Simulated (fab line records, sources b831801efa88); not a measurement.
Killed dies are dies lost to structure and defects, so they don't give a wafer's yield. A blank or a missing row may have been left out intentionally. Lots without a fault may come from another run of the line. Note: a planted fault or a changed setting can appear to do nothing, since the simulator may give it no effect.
fab line records | flow sky130
record lots=6 | wafers=18 | last-day=50
route steps=708 shown POLY_GATE@233 LDD_N@237 LDD_P@255 PAD_OPEN@708
lots that met no fault: from a run of the same line without faults
start-h: hours from the record's opening day to when the first of the lot's shown wafers began | wait-h: hours from the lot's prior step to this one | " same as the row above | L1.1+2: a single row standing in for several wafers | - no value present, or no start provided | * or withheld: withheld | < > ~ a bound
route shown NAME@n: NAME is a module with steps in the file, n the number in the route of the first one | usual: the fault-free wafers' mean and standard deviation | same: alike in all rows | chamber/n: place in a boat | sites: per-site readings | _std_site: how widely they spread, as a standard deviation | _edge_site: outer sites' mean less inner sites' | radius-mm: how far each site lies from the wafer's centre | mask NAME#n: copy n | behind: the tool/chamber that last shaped the wafer | hold: reason for holding the lot/hours on hold/outcome of the hold | device: the n, p or np transistor that did not switch | end of line: the same wafers' tests at the end of the route | a step with no rows: only its recipe | killed: the dies lost at the first sort to structure and to defects; this is not the yield of the wafer | map: a wafer's dies, x killed, . not, _ none there
set.NAME: the setting as run; set.NAME@STEP: as run at that earlier step | model.NAME: the simulator's own value behind a step, which no gauge read
lots seen at some steps along the route; tables by step, rows by wafer
services: a tool's chamber out of use, with start hour (start-h, from the record's first day; less than 0 if before it), hours out, and reason
## steps
# step SKY_POLY_GATE_CLEAN_19
# recipe chemistry=SC1/SC2 | mix=1:4:20 | temp-c=70 | time-s=150 | dry=n2-spin
# step SKY_POLY_GATE_OXIDATION_20
# recipe temp-c=850 | ambient=O2 | stabilise-s=600 | purge-s=300 | target-thk-a=40 | ox-time-s=899
# step SKY_POLY_GATE_THK_MEAS_21
# recipe reads=SiO2_of_POLY_GATE_OXIDATION_20
# usual POLY_GATE_OXIDATION_THK=4.01/0.083
lot.wafer | tool          | chamber | start-h | wait-h | POLY_GATE_OXIDATION_THK[nm]
L657.2    | film-metro-01 | -       | 382.42  | 0.0    | 3.99
L657.3    | "             | -       | "       | "      | 3.87
L657.4    | "             | -       | "       | "      | 3.98
L658.2    | film-metro-01 | -       | 390.65  | 0.0    | 3.91
L658.4    | "             | -       | "       | "      | 3.91
L658.6    | "             | -       | "       | "      | 3.89
L665.1    | film-metro-02 | -       | 454.99  | 0.0    | 4.01
L665.3    | "             | -       | "       | "      | 3.94
L665.4    | "             | -       | "       | "      | 4.06
L667.1    | film-metro-01 | -       | 467.70  | 0.0    | 3.94
L667.4    | "             | -       | "       | "      | 3.93
L667.5    | "             | -       | "       | "      | 3.92
L674.1    | film-metro-02 | -       | 530.04  | 0.0    | 4.24
L674.2    | "             | -       | "       | "      | 4.21
L674.6    | "             | -       | "       | "      | 4.26
L677.1    | film-metro-01 | -       | 552.91  | 0.0    | 4.03
L677.3    | "             | -       | "       | "      | 3.94
L677.6    | "             | -       | "       | "      | 3.98
# step SKY_POLY_GATE_CD_MEAS_22
# usual cd-nm=149/3.1
lot.wafer | tool      | chamber | start-h | wait-h | cd-nm
L657.2    | cd-sem-01 | -       | 382.49  | 0.1    | 149
L657.3    | "         | -       | "       | "      | 154
L657.4    | "         | -       | "       | "      | 148
L658.2    | cd-sem-01 | -       | 390.73  | 0.1    | 150
L658.4    | "         | -       | "       | "      | 150
L658.6    | "         | -       | "       | "      | 149
L665.1    | cd-sem-01 | -       | 455.05  | 0.1    | 148
L665.3    | "         | -       | "       | "      | 147
L665.4    | "         | -       | "       | "      | 152
L667.1    | cd-sem-01 | -       | 467.76  | 0.1    | 155
L667.4    | "         | -       | "       | "      | 153
L667.5    | "         | -       | "       | "      | 151
L674.1    | cd-sem-02 | -       | 530.10  | 0.1    | 150
L674.2    | "         | -       | "       | "      | 149
L674.6    | "         | -       | "       | "      | 149
L677.1    | cd-sem-01 | -       | 552.97  | 0.1    | 149
L677.3    | "         | -       | "       | "      | 152
L677.6    | "         | -       | "       | "      | 149
# step SKY_LDD_N_DEHYDRATE_00
# recipe temp-c=200 | time-s=60
# step SKY_LDD_N_HMDS_01
# recipe prime-time-s=60 | prime-temp-c=120
# step SKY_LDD_N_COAT_02
# recipe resist=NOVOLAK | spin-rpm=3000 | resist-thk-nm=300
# step SKY_LDD_N_SOFTBAKE_03
# recipe temp-c=90 | time-s=60 | resist=NOVOLAK
# step SKY_LDD_N_EXPOSE_04
# recipe mask-id=NTM | target-cd-nm=840 | na=0.6 | source-shape=conventional | sigma-outer=0.6 | dose-mj=110
# step SKY_LDD_N_PEB_05
# recipe temp-c=withheld | time-s=* | resist=NOVOLAK
# step SKY_LDD_N_DEVELOP_06
# recipe develop-time-s=60 | dev-temp-c=23
# step SKY_LDD_N_OVL_MEAS_07
# usual LDD_N_OVL=0.0/1.4
lot.wafer | tool       | chamber | start-h | wait-h | LDD_N_OVL[nm]
L657.2    | overlay-01 | -       | 412.87  | 0.1    | 0.1
L657.3    | "          | -       | "       | "      | -0.2
L657.4    | "          | -       | "       | "      | 1.3
L658.2    | overlay-02 | -       | 419.92  | 0.1    | 3.0
L658.4    | "          | -       | "       | "      | 2.1
L658.6    | "          | -       | "       | "      | -0.3
L665.1    | overlay-01 | -       | 485.87  | 0.1    | 0.2
L665.3    | "          | -       | "       | "      | -0.1
L665.4    | "          | -       | "       | "      | -3.2
L667.1    | overlay-02 | -       | 498.90  | 0.2    | 0.4
L667.4    | "          | -       | "       | "      | 2.3
L667.5    | "          | -       | "       | "      | 1.8
L674.1    | overlay-01 | -       | 560.21  | 0.1    | 1.4
L674.2    | "          | -       | "       | "      | 1.5
L674.6    | "          | -       | "       | "      | 1.5
L677.1    | overlay-01 | -       | 583.31  | 0.1    | -0.7
L677.3    | "          | -       | "       | "      | 1.3
L677.6    | "          | -       | "       | "      | 2.1
# step SKY_LDD_N_IMPLANT_08
# recipe species=As | energy-kev=20 | dose-cm2=7.5e+13 | tilt-deg=withheld | rotation-deg=23
# usual end-station-pressure-torr=5.3e-06/3e-07
# same implant-ion-amu=75
lot.wafer | tool         | chamber | start-h | wait-h | end-station-pressure-torr
L657.2    | implanter-01 | 0       | 412.93  | 0.0    | 5.5e-06
L657.3    | "            | 0       | "       | "      | 5.1e-06
L657.4    | "            | 0       | "       | "      | 5.4e-06
L658.2    | implanter-04 | 0       | 419.97  | 0.0    | 5.3e-06
L658.4    | "            | 0       | "       | "      | 4.9e-06
L658.6    | "            | 0       | "       | "      | 5.2e-06
L665.1    | implanter-03 | 0       | 485.90  | 0.0    | 5.2e-06
L665.3    | "            | 0       | "       | "      | 5.4e-06
L665.4    | "            | 0       | "       | "      | 5e-06
L667.1    | implanter-03 | 0       | 498.93  | 0.0    | 5e-06
L667.4    | "            | 0       | "       | "      | 5e-06
L667.5    | "            | 0       | "       | "      | 5.4e-06
L667.1    | implanter-03 | 0       | 499.25  | 0.3    | 5.3e-06
L667.4    | "            | 0       | "       | "      | 5.7e-06
L667.5    | "            | 0       | "       | "      | 5.4e-06
L674.1    | implanter-04 | 0       | 560.25  | 0.0    | 5.5e-06
L674.2    | "            | 0       | "       | "      | 5.4e-06
L674.6    | "            | 0       | "       | "      | 4.5e-06
L674.1    | implanter-04 | 0       | 560.56  | 0.3    | 5.2e-06
L674.2    | "            | 0       | "       | "      | 5.4e-06
L674.6    | "            | 0       | "       | "      | 5.4e-06
L677.1    | implanter-03 | 0       | 583.35  | 0.0    | 4.8e-06
L677.3    | "            | 0       | "       | "      | 5.4e-06
L677.6    | "            | 0       | "       | "      | 5.5e-06
# step SKY_LDD_N_IMPLANT_09
# recipe species=As | energy-kev=20 | dose-cm2=7.5e+13 | tilt-deg=withheld | rotation-deg=113
# step SKY_LDD_N_IMPLANT_10
# recipe species=As | energy-kev=20 | dose-cm2=7.5e+13 | tilt-deg=withheld | rotation-deg=203
# step SKY_LDD_N_IMPLANT_11
# recipe species=As | energy-kev=20 | dose-cm2=7.5e+13 | tilt-deg=withheld | rotation-deg=293
# step SKY_LDD_N_IMPLANT_12
# recipe species=BF2 | energy-kev=50 | dose-cm2=5e+12 | tilt-deg=30 | rotation-deg=0
# step SKY_LDD_N_IMPLANT_13
# recipe species=BF2 | energy-kev=50 | dose-cm2=5e+12 | tilt-deg=30 | rotation-deg=90
# step SKY_LDD_N_IMPLANT_14
# recipe species=BF2 | energy-kev=50 | dose-cm2=5e+12 | tilt-deg=30 | rotation-deg=180
# step SKY_LDD_N_IMPLANT_15
# recipe species=BF2 | energy-kev=50 | dose-cm2=5e+12 | tilt-deg=30 | rotation-deg=270
# step SKY_LDD_N_STRIP_16
# recipe chemistry=O2/N2 | power-w=1400 | pressure-mtorr=1500 | platen-temp-c=withheld | o2-flow-sccm=3000 | n2-flow-sccm=300 | overash-fraction=0.5
# usual drypump-motor-current-A=5.9/0.52 | oes-product-au=0.407/0.0044 | strip-time-to-endpoint-s=4.324/0.016
lot.wafer | tool            | chamber | start-h | wait-h | drypump-motor-current-A | oes-product-au | rf-hours-counter-h | strip-time-to-endpoint-s
L657.2    | plasma-asher-01 | 0       | 414.10  | 0.1    | 5.9                     | 0.411          | 27                 | 4.323
L657.3    | "               | 0       | "       | "      | 5.9                     | 0.405          | -                  | 4.311
L657.4    | "               | 1       | "       | "      | 5.2                     | 0.405          | -                  | 4.332
L658.2    | plasma-asher-04 | 1       | 421.15  | 0.1    | 5.4                     | 0.407          | 66                 | 4.310
L658.4    | "               | 1       | "       | "      | 5.4                     | 0.406          | -                  | 4.307
L658.6    | "               | 1       | "       | "      | 5.4                     | 0.401          | -                  | 4.320
L665.1    | plasma-asher-04 | 0       | 487.10  | 0.1    | 6.1                     | 0.403          | 73                 | 4.325
L665.3    | "               | 0       | "       | "      | 6.1                     | 0.412          | -                  | 4.300
L665.4    | "               | 1       | "       | "      | 5.4                     | 0.409          | -                  | 4.322
L667.1    | plasma-asher-04 | 1       | 500.45  | 0.1    | 5.4                     | 0.408          | 75                 | 4.548
L667.4    | "               | 0       | "       | "      | 6.1                     | 0.407          | -                  | 4.519
L667.5    | "               | 0       | "       | "      | 6.1                     | 0.403          | -                  | 4.529
L674.1    | plasma-asher-01 | 1       | 561.76  | 0.1    | 5.2                     | 0.403          | 43                 | 4.540
L674.2    | "               | 0       | "       | "      | 5.9                     | 0.401          | 43                 | 4.504
L674.6    | "               | 1       | "       | "      | 5.2                     | 0.407          | -                  | 4.532
L677.1    | plasma-asher-02 | 1       | 584.55  | 0.1    | 5.7                     | 0.414          | 15                 | 4.348
L677.3    | "               | 0       | "       | "      | 6.8                     | 0.416          | -                  | 4.333
L677.6    | "               | 0       | "       | "      | 6.8                     | 0.399          | -                  | 4.351
# step SKY_LDD_N_TW_MEAS_17
# usual LDD_N_TW=2570/25
lot.wafer | tool          | chamber | start-h | wait-h | LDD_N_TW
L657.2    | film-metro-01 | -       | 414.21  | 0.1    | 2588
L657.3    | "             | -       | "       | "      | 2590
L657.4    | "             | -       | "       | "      | 2596
L658.2    | film-metro-04 | -       | 421.26  | 0.1    | 2530
L658.4    | "             | -       | "       | "      | 2519
L658.6    | "             | -       | "       | "      | 2523
L665.1    | film-metro-01 | -       | 487.20  | 0.1    | 2617
L665.3    | "             | -       | "       | "      | 2600
L665.4    | "             | -       | "       | "      | 2597
L667.1    | film-metro-04 | -       | 500.55  | 0.1    | 2656
L667.4    | "             | -       | "       | "      | 2662
L667.5    | "             | -       | "       | "      | 2668
L674.1    | film-metro-04 | -       | 561.86  | 0.1    | 2656
L674.2    | "             | -       | "       | "      | 2663
L674.6    | "             | -       | "       | "      | 2649
L677.1    | film-metro-02 | -       | 584.65  | 0.1    | 2571
L677.3    | "             | -       | "       | "      | 2566
L677.6    | "             | -       | "       | "      | 2578
# step SKY_LDD_P_DEHYDRATE_00
# recipe temp-c=200 | time-s=60
# step SKY_PAD_OPEN_PROBE_99
# usual killed_at_M0_to_M3=44/6.5 | killed_at_M4_up=2.9/1.7 | killed-at-contacts=24/5.7 | killed-at-front-end=16/4.4 | killed-at-other=0.2/0.48 | killed-dies=87/9.6 | killed-open=48/6.7 | killed-short=38/6.2
# same gross-dies=492 | killed-at-back-side=0
lot.wafer | tool      | chamber | start-h | wait-h | killed_at_M0_to_M3 | killed_at_M4_up | killed-at-contacts | killed-at-front-end | killed-at-other | killed-dies | killed-open | killed-short | model.etest.tip-n.rs-ohm-sq | model.etest.nfet_01v8_lvt.vt-sat-v | model.etest.nfet_01v8.vt-sat-v
L657.2    | prober-01 | -       | 1085.84 | 0.1    | 42                 | 1               | 19                 | 18                  | 0               | 80          | 40          | 39           | 441.9                       | 0.5469                             | 0.6534
L657.3    | prober-01 | -       | 1085.89 | 0.2    | 49                 | 1               | 32                 | 17                  | 0               | 99          | 59          | 39           | 438.9                       | 0.5437                             | 0.6551
L657.4    | prober-01 | -       | 1085.94 | 0.2    | 49                 | 0               | 14                 | 16                  | 0               | 79          | 48          | 30           | 440.8                       | 0.5309                             | 0.6497
L658.2    | prober-02 | -       | 1088.76 | 0.1    | 43                 | 3               | 20                 | 10                  | 0               | 76          | 34          | 42           | 437.7                       | 0.5417                             | 0.6528
L658.4    | prober-02 | -       | 1088.86 | 0.2    | 47                 | 2               | 29                 | 18                  | 0               | 96          | 58          | 38           | 439.2                       | 0.5345                             | 0.6477
L658.6    | prober-02 | -       | 1088.96 | 0.2    | 53                 | 2               | 29                 | 11                  | 1               | 96          | 54          | 42           | 440.9                       | 0.5509                             | 0.6574
L665.1    | prober-01 | -       | 1132.39 | 0.1    | 32                 | 1               | 36                 | 13                  | 0               | 82          | 46          | 36           | 448.9                       | 0.5448                             | 0.655
L665.3    | prober-01 | -       | 1132.49 | 0.2    | 46                 | 3               | 27                 | 16                  | 0               | 92          | 47          | 45           | 449.5                       | 0.5428                             | 0.6557
L665.4    | prober-01 | -       | 1132.54 | 0.2    | 53                 | 6               | 29                 | 17                  | 0               | 105         | 66          | 39           | 451                         | 0.557                              | 0.6639
L667.1    | prober-01 | -       | 1142.35 | 0.1    | 43                 | 3               | 24                 | 8                   | 1               | 79          | 45          | 34           | 387.7                       | 0.5297                             | 0.6438
L667.4    | prober-01 | -       | 1142.50 | 0.2    | 36                 | 3               | 24                 | 12                  | 0               | 75          | 49          | 26           | 385.8                       | 0.5302                             | 0.6453
L667.5    | prober-01 | -       | 1142.55 | 0.2    | 34                 | 5               | 30                 | 11                  | 0               | 80          | 48          | 32           | 386.1                       | 0.5297                             | 0.6491
L674.1    | prober-02 | -       | 1182.09 | 0.1    | 37                 | 7               | 17                 | 14                  | 1               | 76          | 40          | 36           | 388.1                       | 0.5112                             | 0.6272
L674.2    | prober-02 | -       | 1182.14 | 0.1    | 30                 | 2               | 20                 | 16                  | 0               | 68          | 39          | 29           | 387.8                       | 0.5215                             | 0.6405
L674.6    | prober-02 | -       | 1182.34 | 0.2    | 34                 | 3               | 20                 | 9                   | 0               | 66          | 33          | 33           | 384.9                       | 0.5107                             | 0.6334
L677.1    | prober-02 | -       | 1198.14 | 0.1    | 47                 | 0               | 21                 | 16                  | 0               | 84          | 49          | 35           | 442.8                       | 0.5434                             | 0.6523
L677.3    | prober-02 | -       | 1198.24 | 0.2    | 44                 | 5               | 24                 | 15                  | 0               | 88          | 45          | 41           | 438.8                       | 0.5453                             | 0.6541
L677.6    | prober-02 | -       | 1198.39 | 0.2    | 44                 | 3               | 22                 | 16                  | 0               | 85          | 47          | 38           | 438.6                       | 0.5431                             | 0.6567
# killed by level:class
L657.2 VIA1:geometric-particle:open=13 FIELD_ISO:geometric-particle:short=7 VIA2:geometric-particle:open=6 POLY_GATE:geometric-particle:open=5 CONTACT:geometric-particle:open=5 CONTACT:geometric-particle:short=5 METAL2:geometric-particle:short=5 VIA3:geometric-particle:open=4
L657.3 CONTACT:geometric-particle:open=15 VIA3:geometric-particle:open=13 VIA1:geometric-particle:open=10 METAL1:geometric-particle:short=6 METAL2:geometric-particle:short=6 POLY_GATE:geometric-particle:open=5 LOCAL_INTERCONNECT:geometric-particle:short=5 LI_CONTACT:geometric-particle:open=5
L657.4 VIA2:geometric-particle:open=11 VIA3:geometric-particle:open=10 VIA1:geometric-particle:open=9 FIELD_ISO:geometric-particle:short=6 METAL2:geometric-particle:short=5 CONTACT:geometric-particle:open=5 LI_CONTACT:geometric-particle:open=4 FIELD_ISO:geometric-particle:open=3
L658.2 VIA1:geometric-particle:open=8 VIA1:geometric-particle:short=6 METAL2:geometric-particle:short=6 VIA2:geometric-particle:open=6 POLY_GATE:geometric-particle:short=5 CONTACT:geometric-particle:open=5 CONTACT:geometric-particle:short=5 LI_CONTACT:geometric-particle:short=4
L658.4 VIA1:geometric-particle:open=14 CONTACT:geometric-particle:open=12 CONTACT:geometric-particle:short=10 METAL1:geometric-particle:short=10 FIELD_ISO:geometric-particle:open=6 VIA2:geometric-particle:open=6 LI_CONTACT:geometric-particle:open=5 VIA3:geometric-particle:open=5
L658.6 VIA1:geometric-particle:open=12 CONTACT:geometric-particle:open=8 METAL1:geometric-particle:short=8 VIA2:geometric-particle:open=8 VIA3:geometric-particle:open=6 LI_CONTACT:geometric-particle:open=6 VIA1:geometric-particle:short=6 LOCAL_INTERCONNECT:geometric-particle:open=5
L665.1 CONTACT:geometric-particle:open=14 LI_CONTACT:geometric-particle:open=9 VIA1:geometric-particle:open=8 CONTACT:geometric-particle:short=6 METAL1:geometric-particle:short=5 FIELD_ISO:geometric-particle:short=4 VIA1:geometric-particle:short=4 VIA3:geometric-particle:open=4
L665.3 LI_CONTACT:geometric-particle:open=8 CONTACT:geometric-particle:open=7 VIA3:geometric-particle:open=7 VIA3:geometric-particle:short=7 LOCAL_INTERCONNECT:geometric-particle:short=6 METAL1:geometric-particle:short=6 VIA1:geometric-particle:short=6 VIA2:geometric-particle:open=6
L665.4 VIA1:geometric-particle:open=12 VIA3:geometric-particle:open=11 VIA2:geometric-particle:open=11 LI_CONTACT:geometric-particle:open=10 CONTACT:geometric-particle:open=9 METAL1:geometric-particle:short=6 METAL2:geometric-particle:short=6 METAL4:geometric-particle:short=5
L667.1 VIA1:geometric-particle:open=13 CONTACT:geometric-particle:open=12 VIA2:geometric-particle:open=10 METAL1:geometric-particle:short=5 VIA3:geometric-particle:open=5 LOCAL_INTERCONNECT:geometric-particle:short=4 CONTACT:geometric-particle:short=4 VIA1:geometric-particle:short=4
L667.4 CONTACT:geometric-particle:open=10 VIA1:geometric-particle:open=9 VIA2:geometric-particle:open=8 LI_CONTACT:geometric-particle:open=7 VIA3:geometric-particle:open=7 CONTACT:geometric-particle:short=5 FIELD_ISO:geometric-particle:short=4 POLY_GATE:geometric-particle:open=4
L667.5 CONTACT:geometric-particle:open=12 VIA3:geometric-particle:open=11 LI_CONTACT:geometric-particle:open=10 LOCAL_INTERCONNECT:geometric-particle:short=6 POLY_GATE:geometric-particle:short=5 VIA2:geometric-particle:open=5 VIA1:geometric-particle:short=4 VIA1:geometric-particle:open=3
L674.1 VIA1:geometric-particle:open=10 CONTACT:geometric-particle:open=8 POLY_GATE:geometric-particle:short=6 LI_CONTACT:geometric-particle:open=6 METAL4:geometric-particle:short=6 METAL1:geometric-particle:short=6 VIA2:geometric-particle:open=5 VIA3:geometric-particle:open=4
L674.2 LI_CONTACT:geometric-particle:open=11 CONTACT:geometric-particle:open=7 POLY_GATE:geometric-particle:open=5 VIA1:geometric-particle:short=5 VIA3:geometric-particle:open=4 METAL3:geometric-particle:short=4 FIELD_ISO:geometric-particle:open=3 METAL1:geometric-particle:short=3
L674.6 VIA1:geometric-particle:open=10 LI_CONTACT:geometric-particle:open=8 METAL1:geometric-particle:short=7 POLY_GATE:geometric-particle:short=5 CONTACT:geometric-particle:open=5 CONTACT:geometric-particle:short=4 METAL2:geometric-particle:short=4 VIA1:geometric-particle:short=3
L677.1 VIA1:geometric-particle:open=12 CONTACT:geometric-particle:open=9 LI_CONTACT:geometric-particle:open=6 METAL1:geometric-particle:short=6 VIA3:geometric-particle:open=6 FIELD_ISO:geometric-particle:short=5 VIA2:geometric-particle:open=5 METAL2:geometric-particle:short=5
L677.3 VIA1:geometric-particle:open=9 CONTACT:geometric-particle:open=8 METAL2:geometric-particle:short=8 LI_CONTACT:geometric-particle:open=6 VIA1:geometric-particle:short=6 POLY_GATE:geometric-particle:short=5 VIA3:geometric-particle:open=5 CONTACT:geometric-particle:short=5
L677.6 VIA1:geometric-particle:open=10 VIA3:geometric-particle:open=10 CONTACT:geometric-particle:open=9 POLY_GATE:geometric-particle:short=6 METAL1:geometric-particle:short=6 LOCAL_INTERCONNECT:geometric-particle:short=5 METAL3:geometric-particle:short=5 VIA2:geometric-particle:open=5
## services
tool            | chamber | start-h | hours | kind
plasma-asher-02 | -       | 400.01  | 0.5   | repair
plasma-asher-02 | -       | 407.01  | 7.8   | repair
implanter-04    | -       | 409.11  | 0.7   | repair
plasma-asher-02 | -       | 415.18  | 1.6   | repair
plasma-asher-02 | -       | 421.25  | 9.0   | pm
plasma-asher-02 | 0       | 421.25  | 9.0   | vent-cycle
implanter-01    | -       | 422.51  | 3.6   | repair
implanter-03    | -       | 433.29  | 3.8   | pm
implanter-04    | -       | 433.82  | 1.1   | repair
plasma-asher-02 | -       | 444.50  | 2.8   | pm
plasma-asher-02 | -       | 447.96  | 14.6  | pm
implanter-01    | -       | 468.08  | 1.7   | repair
implanter-04    | -       | 469.52  | 2.5   | repair
implanter-01    | -       | 480.02  | 2.5   | repair
implanter-01    | -       | 496.41  | 5.7   | repair
implanter-04    | -       | 497.16  | 1.4   | repair
implanter-04    | -       | 505.65  | 5.3   | repair
implanter-03    | -       | 507.51  | 1.1   | repair
implanter-04    | -       | 519.97  | 2.2   | repair
plasma-asher-01 | -       | 521.06  | 1.4   | repair
implanter-01    | -       | 539.62  | 1.3   | repair
implanter-04    | -       | 548.88  | 2.8   | repair
implanter-03    | -       | 573.75  | 3.6   | repair
implanter-04    | -       | 580.65  | 23.3  | pm
## key
first-sign step=SKY_LDD_N_IMPLANT_08 | reading=visit | direction=added
effect step=SKY_LDD_N_STRIP_16 | reading=strip-time-to-endpoint-s | direction=up | sigmas=13 | usual=* | struck=*
effect step=SKY_LDD_N_TW_MEAS_17 | reading=LDD_N_TW | direction=up | sigmas=3.5 | usual=2570 | struck=2659
model-effect step=SKY_PAD_OPEN_PROBE_99 | value=etest.tip-n.rs-ohm-sq | without=440.5 | struck=386.8
met-at SKY_LDD_N_IMPLANT_08
struck-wafers L667.1,L667.4,L667.5,L674.1,L674.2,L674.6
tester-left-out L667,L674
fault kind=repeated-step-whole | tool=implanter-01,implanter-03,implanter-04 | chamber=- | onset-h=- | steps=SKY_LDD_N_IMPLANT_08 | times=1 | scope=struck-lots-only
# tester-left-out: of these lots the tester's yield and bins aren't shown, on N5 and GAA mostly nor the transistor test; their killed dies are dies lost to structure and defects alone, not to doping, threshold or leakage, so they don't give the yield
